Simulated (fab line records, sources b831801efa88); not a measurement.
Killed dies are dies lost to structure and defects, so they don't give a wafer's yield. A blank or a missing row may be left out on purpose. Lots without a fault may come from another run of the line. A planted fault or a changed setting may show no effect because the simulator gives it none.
Which tool did it? | flow sky130 | 6 lots, 18 wafers sampled, at 2 steps of a route of 708

WHAT THE GAUGES READ, wafer by wafer
SKY_VT_ADJUST_LVTN_TW_MEAS_21.
lot  | measured     | on            | VT_ADJUST_LVTN_2_TW
L748 | day 8 07:12  | film_metro-03 | 188.5 188.3 187.9
L751 | day 8 20:28  | film_metro-02 | 190.8 190.5 192.4
L753 | day 9 09:05  | film_metro-01 | 189.2 190.3 189.0
L757 | day 10 09:44 | film_metro-01 | 191.4 190.5 191.9
L760 | day 11 17:34 | film_metro-01 | 191.8 191.3 191.3
L770 | day 14 06:59 | film_metro-03 | 198.7 198.1 199.5

WHICH TOOL RAN EACH LOT (tool, then ch and the chambers of the sampled wafers, then the start)
lot  | SKY_VT_ADJUST_LVTN_IMPLANT_19
L748 | implanter-02 ch 0, day 8 06:59
L751 | implanter-04 ch 0, day 8 20:14
L753 | implanter-04 ch 0, day 9 08:50
L757 | implanter-01 ch 0, day 10 09:31
L760 | implanter-04 ch 0, day 11 17:19
L770 | implanter-01 ch 0, day 14 06:46
- SKY_VT_ADJUST_LVTN_IMPLANT_19

THE ANSWER, worked out from the rows above alone
Rule: what is usual is taken from the lots themselves. Put in order of their means at a reading, lots are off if they are a third of the lots or fewer, leave a main group of 4 or more, and stand apart from it by a gap of 3 or more times the standard deviation of the main group's means; of several such gaps the widest counts. A main group whose means are all the same, to the digits that the tables above print for the reading, isn't used. A lot without any number at a reading at which 4 lots or more have one is off too. The other lots that the step has rows for count as sound.
Off: L770, at SKY_VT_ADJUST_LVTN_TW_MEAS_21 (VT_ADJUST_LVTN_2_TW). The main group: mean 190.3, standard deviation 1.3.
A tool fits if, at a process step before that reading, it ran every lot that is off, and no sound lot after the first of them. The gauges at SKY_VT_ADJUST_LVTN_TW_MEAS_21 are tried like those tools. Can't be told from this: 2 tools fit, implanter-01 at SKY_VT_ADJUST_LVTN_IMPLANT_19, film_metro-03 at SKY_VT_ADJUST_LVTN_TW_MEAS_21.

WHAT THE SIMULATOR HAD PUT IN
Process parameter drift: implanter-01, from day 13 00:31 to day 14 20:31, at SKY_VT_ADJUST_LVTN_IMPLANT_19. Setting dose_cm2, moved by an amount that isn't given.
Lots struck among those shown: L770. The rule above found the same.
